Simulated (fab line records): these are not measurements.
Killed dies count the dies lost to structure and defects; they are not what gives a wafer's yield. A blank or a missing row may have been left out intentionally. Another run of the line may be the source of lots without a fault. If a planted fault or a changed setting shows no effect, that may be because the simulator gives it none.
fab line records	flow sky130
[record] lots = 6	wafers = 18	lastDay = 50
route steps=708 shown LDD_P@263 LDD_HVN@267 LDD_HVP@278 PAD_OPEN@708
lots that met no fault: from a run of the same line without faults
startH: hours from the record's opening day to when the first of the lot's shown wafers began	waitH: hours elapsed since this lot's preceding step	" identical to the entry in the row above	L1.1+2: one row covering several wafers at once	- no value present, or no start provided	* or withheld: withheld	< > ~ a bound
route shown NAME@n: names a module that has steps shown in the file, with the first one's number in the route	usual: mean/standard deviation of fault-free wafers	same: alike in all rows	chamber/n: place in a boat	sites: each site's reading	_std_site: the values' standard deviation	_edge_site: the outer-site mean with the inner-site mean subtracted	radiusMm: for every site, how far away it sits from the centre of the wafer	mask NAME#n: copy n	behind: the last tool/chamber to shape the wafer	hold: why the lot was held/for how many hours/how that ended	device: transistor that didn't switch, given as n, p or np	end of line: the route-end tests of the same wafers	a step given without rows: its recipe and nothing more	killed: the dies lost at the first sort to structure and to defects; this is not the yield of the wafer	map: the dies of a wafer, with x for killed, . for not killed, _ for no die there
set.NAME: the setting the step ran with; set.NAME@STEP: the setting that earlier step ran with	model.NAME: the simulator's own value behind a step, which no gauge read
a table for each step, a row for each wafer; lots at some steps of the route
services: from which hour (startH, from the record's first day; less than 0 if before it) a tool's chamber was out of use, for how many hours, and why
[[steps]]
[step SKY_LDD_P_OVL_MEAS_08]
[usual] LDD_P_OVL = 0.0/1.3
lot.wafer	tool	chamber	startH	waitH	LDD_P_OVL[nm]
L306.1	overlay-01	-	473.49	0.1	-0.2
L306.2	"	-	"	"	-0.2
L306.6	"	-	"	"	-0.1
L311.3	overlay-01	-	512.72	0.1	1.7
L311.4	"	-	"	"	1.7
L311.5	"	-	"	"	2.4
L313.2	overlay-01	-	528.71	0.1	-1.1
L313.3	"	-	"	"	0.2
L313.4	"	-	"	"	0.6
L319.2	overlay-01	-	602.75	0.1	-1.6
L319.4	"	-	"	"	-0.1
L319.6	"	-	"	"	-1.1
L324.1	overlay-01	-	623.33	0.1	-1.3
L324.2	"	-	"	"	-0.6
L324.6	"	-	"	"	-2.3
L325.2	overlay-01	-	630.75	0.1	1.5
L325.3	"	-	"	"	1.1
L325.6	"	-	"	"	0.5
[step SKY_LDD_P_IMPLANT_09]
[recipe] species = BF2	energyKev = 25	doseCm2 = 1e+13	tiltDeg = withheld
[step SKY_LDD_P_STRIP_10]
[recipe] chemistry = O2/N2	powerW = 1400	pressureMtorr = 1500	platenTempC = withheld	o2FlowSccm = 3000	n2FlowSccm = 300	overashFraction = 0.5
[usual] drypumpMotorCurrentA = 5.8/0.51	oesProductAu = 0.716/0.0043	stripTimeToEndpointS = 14.17/0.039
lot.wafer	tool	chamber	startH	waitH	drypumpMotorCurrentA	oesProductAu	rfHoursCounterH	stripTimeToEndpointS
L306.1	plasmaAsher-01	0	473.68	0.1	6.3	0.716	79	14.15
L306.2	"	1	"	"	4.8	0.714	79	14.09
L306.6	"	0	"	"	6.3	0.724	-	14.14
L311.3	plasmaAsher-01	0	512.92	0.1	6.3	0.721	-	14.15
L311.4	"	1	"	"	4.8	0.717	-	14.16
L311.5	"	0	"	"	6.3	0.716	-	14.18
L313.2	plasmaAsher-03	0	528.89	0.1	6.2	0.711	37	14.15
L313.3	"	1	"	"	5.3	0.715	-	14.19
L313.4	"	0	"	"	6.2	0.716	-	14.17
L319.2	plasmaAsher-02	0	602.93	0.1	6.2	0.716	80	14.20
L319.4	"	1	"	"	5.6	0.721	-	14.21
L319.6	"	0	"	"	6.2	0.715	-	14.26
L324.1	plasmaAsher-02	0	623.51	0.1	6.2	0.718	82	14.21
L324.2	"	1	"	"	5.6	0.716	82	14.20
L324.6	"	0	"	"	6.2	0.719	-	14.20
L325.2	plasmaAsher-03	0	630.93	0.1	6.2	0.712	47	14.16
L325.3	"	1	"	"	5.3	0.712	-	14.11
L325.6	"	0	"	"	6.2	0.719	-	14.12
[step SKY_LDD_P_TW_MEAS_11]
[usual] LDD_P_TW = 636/3.4
lot.wafer	tool	chamber	startH	waitH	LDD_P_TW
L306.1	filmMetro-04	-	473.78	0.1	636
L306.2	"	-	"	"	636
L306.6	"	-	"	"	635
L311.3	filmMetro-02	-	513.01	0.1	633
L311.4	"	-	"	"	629
L311.5	"	-	"	"	633
L313.2	filmMetro-04	-	529.00	0.1	642
L313.3	"	-	"	"	642
L313.4	"	-	"	"	638
L319.2	filmMetro-02	-	603.04	0.1	632
L319.4	"	-	"	"	631
L319.6	"	-	"	"	633
L324.1	filmMetro-01	-	623.61	0.1	639
L324.2	"	-	"	"	638
L324.6	"	-	"	"	637
L325.2	filmMetro-04	-	631.04	0.1	639
L325.3	"	-	"	"	637
L325.6	"	-	"	"	642
[step SKY_LDD_HVN_DEHYDRATE_00]
[recipe] tempC = 200	timeS = 60
[step SKY_LDD_HVN_HMDS_01]
[recipe] primeTimeS = 60	primeTempC = 120
[step SKY_LDD_HVN_COAT_02]
[recipe] resist = NOVOLAK	spinRpm = 3000	resistThkNm = 300
[step SKY_LDD_HVN_SOFTBAKE_03]
[recipe] tempC = 90	timeS = 60	resist = NOVOLAK
[step SKY_LDD_HVN_EXPOSE_04]
[recipe] maskId = HVNTM	na = 0.6	sourceShape = conventional	sigmaOuter = 0.6	polarization = unpolarized	targetCdNm = 700	doseMj = 127
[step SKY_LDD_HVN_PEB_05]
[recipe] tempC = withheld	timeS = *	resist = NOVOLAK
[step SKY_LDD_HVN_DEVELOP_06]
[recipe] resist = NOVOLAK	developer = TMAH	developTimeS = 60	devTempC = 23
[step SKY_LDD_HVN_OVL_MEAS_07]
[usual] LDD_HVN_OVL = 0.6/1.3
lot.wafer	tool	chamber	startH	waitH	LDD_HVN_OVL[nm]
L306.1	overlay-02	-	504.64	0.1	2.0
L306.2	"	-	"	"	1.2
L306.6	"	-	"	"	-0.2
L311.3	overlay-02	-	542.63	0.1	-1.9
L311.4	"	-	"	"	-1.0
L311.5	"	-	"	"	-1.2
L313.2	overlay-02	-	557.96	0.1	1.1
L313.3	"	-	"	"	2.1
L313.4	"	-	"	"	1.2
L319.2	overlay-01	-	632.33	0.1	0.7
L319.4	"	-	"	"	-0.5
L319.6	"	-	"	"	0.4
L324.1	overlay-02	-	652.34	0.1	1.8
L324.2	"	-	"	"	2.0
L324.6	"	-	"	"	-0.4
L325.2	overlay-01	-	659.53	0.1	1.5
L325.3	"	-	"	"	-0.2
L325.6	"	-	"	"	2.3
[step SKY_LDD_HVN_IMPLANT_08]
[recipe] species = P	energyKev = 60	doseCm2 = 3e+13	tiltDeg = 40
[usual] beamEnergyKeV = 59.997/0.018
lot.wafer	tool	chamber	startH	waitH	beamEnergyKeV
L306.1	implanter-02	0	504.68	0.0	60.013
L306.2	"	0	"	"	60.000
L306.6	"	0	"	"	60.005
L311.3	implanter-04	0	542.71	0.1	59.987
L311.4	"	0	"	"	59.994
L311.5	"	0	"	"	59.987
L313.2	implanter-04	0	558.02	0.0	59.992
L313.3	"	0	"	"	60.010
L313.4	"	0	"	"	60.010
L319.2	implanter-02	0	632.38	0.0	59.996
L319.4	"	0	"	"	59.985
L319.6	"	0	"	"	59.977
L324.1	implanter-04	0	652.38	0.0	59.994
L324.2	"	0	"	"	60.019
L324.6	"	0	"	"	59.998
L325.2	implanter-01	0	659.58	0.0	60.000
L325.3	"	0	"	"	59.978
L325.6	"	0	"	"	59.989
[step SKY_LDD_HVN_STRIP_09]
[recipe] chemistry = O2/N2	powerW = 1400	pressureMtorr = 1500	platenTempC = withheld	o2FlowSccm = 3000	n2FlowSccm = 300	overashFraction = 0.5
[usual] drypumpMotorCurrentA = 5.7/0.46	oesProductAu = 0.409/0.0049	stripTimeToEndpointS = 4.141/0.016
lot.wafer	tool	chamber	startH	waitH	drypumpMotorCurrentA	oesProductAu	rfHoursCounterH	stripTimeToEndpointS
L306.1	plasmaAsher-04	1	504.83	0.1	5.3	0.408	9	4.125
L306.2	"	0	"	"	6.0	0.414	9	4.143
L306.6	"	1	"	"	5.3	0.402	-	4.139
L311.3	plasmaAsher-03	0	542.84	0.1	6.2	0.412	-	4.133
L311.4	"	1	"	"	5.3	0.409	-	4.172
L311.5	"	0	"	"	6.2	0.415	-	4.136
L313.2	plasmaAsher-04	0	558.14	0.1	6.0	0.401	14	4.138
L313.3	"	0	"	"	6.0	0.405	-	4.128
L313.4	"	1	"	"	5.4	0.414	-	4.156
L319.2	plasmaAsher-04	1	632.51	0.1	5.4	0.408	22	4.149
L319.4	"	1	"	"	5.4	0.403	-	4.150
L319.6	"	1	"	"	5.4	0.409	-	4.149
L324.1	plasmaAsher-04	1	652.53	0.1	5.4	0.411	24	4.154
L324.2	"	0	"	"	6.0	0.406	24	4.147
L324.6	"	1	"	"	5.4	0.412	-	4.139
L325.2	plasmaAsher-03	1	659.71	0.1	5.4	0.411	50	4.162
L325.3	"	1	"	"	5.4	0.413	-	4.187
L325.6	"	1	"	"	5.4	0.409	-	4.159
[step SKY_LDD_HVN_TW_MEAS_10]
[usual] LDD_HVN_TW = 1432/11
lot.wafer	tool	chamber	startH	waitH	LDD_HVN_TW
L306.1	filmMetro-01	-	504.93	0.1	1448
L306.2	"	-	"	"	1448
L306.6	"	-	"	"	1455
L311.3	filmMetro-03	-	542.93	0.1	1357
L311.4	"	-	"	"	1352
L311.5	"	-	"	"	1357
L313.2	filmMetro-03	-	558.25	0.1	1373
L313.3	"	-	"	"	1366
L313.4	"	-	"	"	1361
L319.2	filmMetro-03	-	632.62	0.1	1415
L319.4	"	-	"	"	1420
L319.6	"	-	"	"	1424
L324.1	filmMetro-02	-	652.63	0.1	1446
L324.2	"	-	"	"	1428
L324.6	"	-	"	"	1430
L325.2	filmMetro-01	-	659.82	0.1	1445
L325.3	"	-	"	"	1448
L325.6	"	-	"	"	1448
[step SKY_LDD_HVP_DEHYDRATE_00]
[recipe] tempC = 200	timeS = 60
[step SKY_PAD_OPEN_PROBE_99]
[usual] killed_at_M0_to_M3 = 44/6.3	killed_at_M4_up = 2.8/1.7	killedAtContacts = 25/5.8	killedAtFrontEnd = 14/4.4	killedAtOther = 0.3/0.49	killedDies = 86/8.7	killedOpen = 48/5.8	killedShort = 38/6
[same] grossDies = 492	killedAtBackSide = 0
lot.wafer	tool	chamber	startH	waitH	killed_at_M0_to_M3	killed_at_M4_up	killedAtContacts	killedAtFrontEnd	killedAtOther	killedDies	killedOpen	killedShort	model.etest.tip_n_5v.rsOhmSq	model.etest.tip_n_5v.rsOhmSqRange	model.etest.tip_n_5v.rsOhmSqRimLessCentre	model.etest.nfetG5v0d10v5.rOnOhmUm	model.etest.nfetG5v0d10v5.vtSatV	model.etest.nfetG5v0d10v5.vtVRange
L306.1	prober-02	-	1102.50	0.1	39	1	17	13	0	70	45	25	1382	32.12	-17.68	1902	0.764	0.009708
L306.2	prober-02	-	1102.55	0.1	51	2	13	15	0	81	46	35	1378	33.58	-7.462	1922	0.769	0.01435
L306.6	prober-02	-	1102.75	0.2	39	2	23	15	0	79	47	32	1374	36.41	-21.97	1909	0.7499	0.02933
L311.3	prober-01	-	1128.02	0.2	42	3	33	11	0	89	53	36	1628	251.9	-118	1910	0.763	0.01751
L311.4	prober-01	-	1128.07	0.2	34	8	38	14	0	94	53	41	1602	245.7	-86.23	1898	0.7608	0.02097
L311.5	prober-01	-	1128.12	0.2	48	1	31	12	0	92	57	35	1631	238.4	-135.1	1919	0.7686	0.02192
L313.2	prober-01	-	1139.58	0.1	38	2	31	18	0	89	55	34	1663	219.6	-102.6	1918	0.7794	0.02664
L313.3	prober-01	-	1139.63	0.2	45	3	23	14	0	85	58	27	1658	239	-125	1912	0.7699	0.01907
L313.4	prober-01	-	1139.68	0.2	44	3	13	16	0	76	43	33	1645	242.2	-117.4	1937	0.762	0.01889
L319.2	prober-02	-	1189.74	0.1	47	4	23	21	0	95	50	45	1374	15.85	7.009	1888	0.766	0.01442
L319.4	prober-02	-	1189.84	0.2	38	6	27	15	0	86	43	43	1367	34.33	-21.86	1864	0.7565	0.01133
L319.6	prober-02	-	1189.94	0.2	39	4	30	25	0	98	55	43	1361	13.36	-3.305	1857	0.7576	0.01175
L324.1	prober-01	-	1195.15	0.1	54	3	23	15	1	96	48	48	1361	44.88	10.1	1872	0.7637	0.009212
L324.2	prober-01	-	1195.20	0.1	41	1	19	16	0	77	53	24	1376	29.84	11.99	1853	0.7707	0.01754
L324.6	prober-01	-	1195.40	0.2	41	6	18	11	0	76	40	36	1376	20.29	-10.24	1847	0.7578	0.01083
L325.2	prober-01	-	1196.70	0.1	55	6	16	10	0	87	50	37	1390	17.62	-9.914	1854	0.7521	0.0145
L325.3	prober-01	-	1196.75	0.2	46	2	19	6	0	73	39	34	1402	25.19	-11.96	1886	0.7679	0.02029
L325.6	prober-01	-	1196.90	0.2	44	3	17	15	1	80	43	37	1393	46.21	-28.02	1858	0.7627	0.01696
// killed by level:class
L306.1 VIA1:geometricParticle:open=9 FIELD_ISO:geometricParticle:open=8 VIA3:geometricParticle:open=7 CONTACT:geometricParticle:open=5 VIA2:geometricParticle:open=5 LI_CONTACT:geometricParticle:short=4 CONTACT:geometricParticle:short=4 METAL1:geometricParticle:short=4
L306.2 VIA1:geometricParticle:open=11 VIA3:geometricParticle:open=9 METAL2:geometricParticle:short=8 VIA2:geometricParticle:open=6 CONTACT:geometricParticle:open=6 FIELD_ISO:geometricParticle:open=5 VIA1:geometricParticle:short=5 METAL1:geometricParticle:short=4
L306.6 CONTACT:geometricParticle:open=9 VIA1:geometricParticle:open=9 METAL2:geometricParticle:short=9 LI_CONTACT:geometricParticle:open=8 FIELD_ISO:geometricParticle:open=7 VIA1:geometricParticle:short=4 FIELD_ISO:geometricParticle:short=3 VIA3:geometricParticle:short=3
L311.3 LI_CONTACT:geometricParticle:open=11 CONTACT:geometricParticle:open=11 VIA3:geometricParticle:open=9 CONTACT:geometricParticle:short=7 VIA1:geometricParticle:open=7 VIA2:geometricParticle:open=6 VIA1:geometricParticle:short=5 METAL1:geometricParticle:short=5
L311.4 LI_CONTACT:geometricParticle:open=15 VIA1:geometricParticle:open=9 CONTACT:geometricParticle:open=8 METAL4:geometricParticle:short=8 CONTACT:geometricParticle:short=7 VIA2:geometricParticle:open=6 VIA3:geometricParticle:open=5 LOCAL_INTERCONNECT:geometricParticle:short=5
L311.5 VIA1:geometricParticle:open=13 CONTACT:geometricParticle:open=11 VIA3:geometricParticle:open=9 CONTACT:geometricParticle:short=6 METAL2:geometricParticle:short=5 LI_CONTACT:geometricParticle:open=5 LOCAL_INTERCONNECT:geometricParticle:short=5 VIA2:geometricParticle:open=5
L313.2 LI_CONTACT:geometricParticle:open=12 VIA1:geometricParticle:open=10 CONTACT:geometricParticle:open=10 VIA2:geometricParticle:open=6 VIA3:geometricParticle:open=6 METAL2:geometricParticle:short=5 CONTACT:geometricParticle:short=5 POLY_GATE:geometricParticle:open=4
L313.3 VIA1:geometricParticle:open=14 CONTACT:geometricParticle:open=10 VIA3:geometricParticle:open=8 LI_CONTACT:geometricParticle:open=5 VIA2:geometricParticle:open=5 METAL3:geometricParticle:short=5 FIELD_ISO:geometricParticle:open=4 CONTACT:geometricParticle:short=4
L313.4 VIA1:geometricParticle:open=14 VIA3:geometricParticle:open=6 VIA2:geometricParticle:open=6 POLY_GATE:geometricParticle:open=5 CONTACT:geometricParticle:short=4 METAL2:geometricParticle:short=4 POLY_GATE:geometricParticle:short=3 VIA1:geometricParticle:short=3
L319.2 CONTACT:geometricParticle:open=10 VIA1:geometricParticle:open=8 VIA2:geometricParticle:open=8 METAL2:geometricParticle:short=7 FIELD_ISO:geometricParticle:open=6 CONTACT:geometricParticle:short=6 VIA3:geometricParticle:open=6 METAL1:geometricParticle:short=5
L319.4 CONTACT:geometricParticle:open=9 LI_CONTACT:geometricParticle:open=7 METAL2:geometricParticle:short=6 VIA2:geometricParticle:open=5 METAL1:geometricParticle:short=5 VIA1:geometricParticle:open=5 METAL4:geometricParticle:short=5 POLY_GATE:geometricParticle:open=4
L319.6 LI_CONTACT:geometricParticle:open=10 VIA3:geometricParticle:open=9 VIA2:geometricParticle:open=9 FIELD_ISO:geometricParticle:short=7 VIA1:geometricParticle:open=7 CONTACT:geometricParticle:open=6 LOCAL_INTERCONNECT:geometricParticle:short=6 FIELD_ISO:geometricParticle:open=5
L324.1 METAL1:geometricParticle:short=12 VIA1:geometricParticle:open=9 VIA1:geometricParticle:short=8 VIA2:geometricParticle:open=7 POLY_GATE:geometricParticle:open=6 LI_CONTACT:geometricParticle:open=6 CONTACT:geometricParticle:open=6 VIA3:geometricParticle:open=6
L324.2 VIA3:geometricParticle:open=12 CONTACT:geometricParticle:open=11 VIA1:geometricParticle:open=11 METAL1:geometricParticle:short=5 POLY_GATE:geometricParticle:open=4 VIA2:geometricParticle:open=4 SPACER:geometricParticle:open=3 LI_CONTACT:geometricParticle:open=3
L324.6 CONTACT:geometricParticle:open=9 VIA1:geometricParticle:open=8 VIA1:geometricParticle:short=6 METAL4:geometricParticle:short=6 VIA2:geometricParticle:short=5 VIA2:geometricParticle:open=4 LI_CONTACT:geometricParticle:open=4 METAL2:geometricParticle:short=4
L325.2 VIA1:geometricParticle:open=20 VIA2:geometricParticle:open=8 VIA1:geometricParticle:short=7 METAL2:geometricParticle:short=6 POLY_GATE:geometricParticle:short=5 CONTACT:geometricParticle:open=5 VIA3:geometricParticle:open=5 LI_CONTACT:geometricParticle:open=4
L325.3 METAL1:geometricParticle:short=11 VIA1:geometricParticle:open=10 CONTACT:geometricParticle:open=7 VIA3:geometricParticle:open=6 VIA2:geometricParticle:open=6 LOCAL_INTERCONNECT:geometricParticle:short=5 CONTACT:geometricParticle:short=3 VIA1:geometricParticle:short=3
L325.6 VIA1:geometricParticle:open=12 CONTACT:geometricParticle:open=8 VIA1:geometricParticle:short=7 METAL2:geometricParticle:short=6 POLY_GATE:geometricParticle:short=5 POLY_GATE:geometricParticle:open=5 VIA2:geometricParticle:open=5 VIA3:geometricParticle:open=4
[[services]]
tool	chamber	startH	hours	kind
plasmaAsher-03	-	454.56	19.3	repair
implanter-04	-	466.41	9.2	pm
plasmaAsher-03	-	473.83	14.6	pm
implanter-02	-	478.81	1.0	repair
implanter-02	-	523.06	0.6	repair
implanter-01	-	550.58	2.1	repair
plasmaAsher-01	-	580.32	5.3	repair
plasmaAsher-03	-	596.63	2.4	repair
implanter-02	-	608.67	9.7	pm
implanter-04	-	613.57	4.0	repair
plasmaAsher-01	-	614.11	7.3	repair
plasmaAsher-04	-	616.78	2.7	repair
plasmaAsher-02	-	618.78	1.1	repair
implanter-01	-	622.19	3.4	repair
implanter-04	-	657.28	1.2	repair
[[key]]
[firstSign] step = SKY_LDD_HVN_TW_MEAS_10	reading = LDD_HVN_TW	direction = down	sigmas = 6.7	usual = 1432	struck = 1361
effect none on later readings
[modelEffect] step = SKY_PAD_OPEN_PROBE_99	value = etest.tip_n_5v.rsOhmSq	without = 1375	struck = 1638
metAt SKY_LDD_HVN_IMPLANT_08
struckWafers L311.3,L311.4,L311.5,L313.2,L313.3,L313.4
testerLeftOut L311,L313
[fault] kind = processParameterDrift	tool = implanter-04	chamber = -	onsetH = 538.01	steps = SKY_LDD_HVN_IMPLANT_08	channel = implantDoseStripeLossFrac	offset = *	shape = step	endH = 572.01
// testerLeftOut: of these lots the tester's yield and bins aren't shown, on N5 and GAA mostly nor the transistor test; their killed dies are dies lost to structure and defects alone, not to doping, threshold or leakage, so they don't give the yield
